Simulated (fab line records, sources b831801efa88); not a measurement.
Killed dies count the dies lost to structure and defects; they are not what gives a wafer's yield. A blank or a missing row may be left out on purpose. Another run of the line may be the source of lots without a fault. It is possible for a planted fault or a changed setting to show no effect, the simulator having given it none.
Which tool was responsible? | flow sky130 | 6 lots, 18 wafers sampled, at 3 steps of a route of 708

WHAT EACH GAUGE READ, for each wafer
SKY_VIA3_THK_MEAS_23: measures by xrf.
lot  | measured     | on            | VIA3_W_THK (nm)
L873 | day 39 22:23 | film_metro-01 | 404 409 411
L878 | day 41 16:29 | film_metro-02 | 393 397 392
L884 | day 43 11:07 | film_metro-01 | 401 401 401
L887 | day 44 00:49 | film_metro-04 | 404 406 405
L889 | day 44 15:19 | film_metro-02 | 396 392 392
L894 | day 45 20:41 | film_metro-01 | 391 392 391

EACH LOT AND THE TOOL THAT RAN IT (in order: tool; ch and the chambers of the sampled wafers; start)
lot  | SKY_METAL3_DESCUM_15              | SKY_METAL3_METAL_ETCH_18
L873 | rie_metal-01 ch 0,1, day 38 19:29 | rie_metal-04 ch 0,1, day 38 19:41
L878 | rie_metal-04 ch 0,1, day 40 14:01 | rie_metal-01 ch 0,1, day 40 14:10
L884 | rie_metal-01 ch 0,1, day 42 09:40 | rie_metal-03 ch 0,1, day 42 09:49
L887 | rie_metal-04 ch 0,1, day 42 22:49 | rie_metal-03 ch 0,1, day 42 22:58
L889 | rie_metal-01 ch 0, day 43 14:14   | rie_metal-04 ch 0, day 43 14:26
L894 | rie_metal-01 ch 0,1, day 44 21:55 | rie_metal-03 ch 0,1, day 44 22:04
- SKY_METAL3_DESCUM_15: chemistry O2, time 8 s.
- SKY_METAL3_METAL_ETCH_18: etches the open film in Cl2/BCl3, stops on SiO2, target depth 845 nm, time 183.1 s.

THE ANSWER, worked out from the rows above alone
Rule: the lots themselves supply what counts as usual. Put in order of their means at a reading, lots are off if they are a third of the lots or fewer, leave a main group of 4 or more, and stand apart from it by a gap of 3 or more times the standard deviation of the main group's means; of several such gaps the widest counts. A main group whose means are all the same, to the digits that the tables above print for the reading, isn't used. Also off: a lot with no number at a reading for which 4 or more lots have one. Where the step has rows for the other lots, those lots are counted as sound.
No lot is off at any reading shown: from this, nothing can be told.

WHAT HAD BEEN PUT IN BY THE SIMULATOR
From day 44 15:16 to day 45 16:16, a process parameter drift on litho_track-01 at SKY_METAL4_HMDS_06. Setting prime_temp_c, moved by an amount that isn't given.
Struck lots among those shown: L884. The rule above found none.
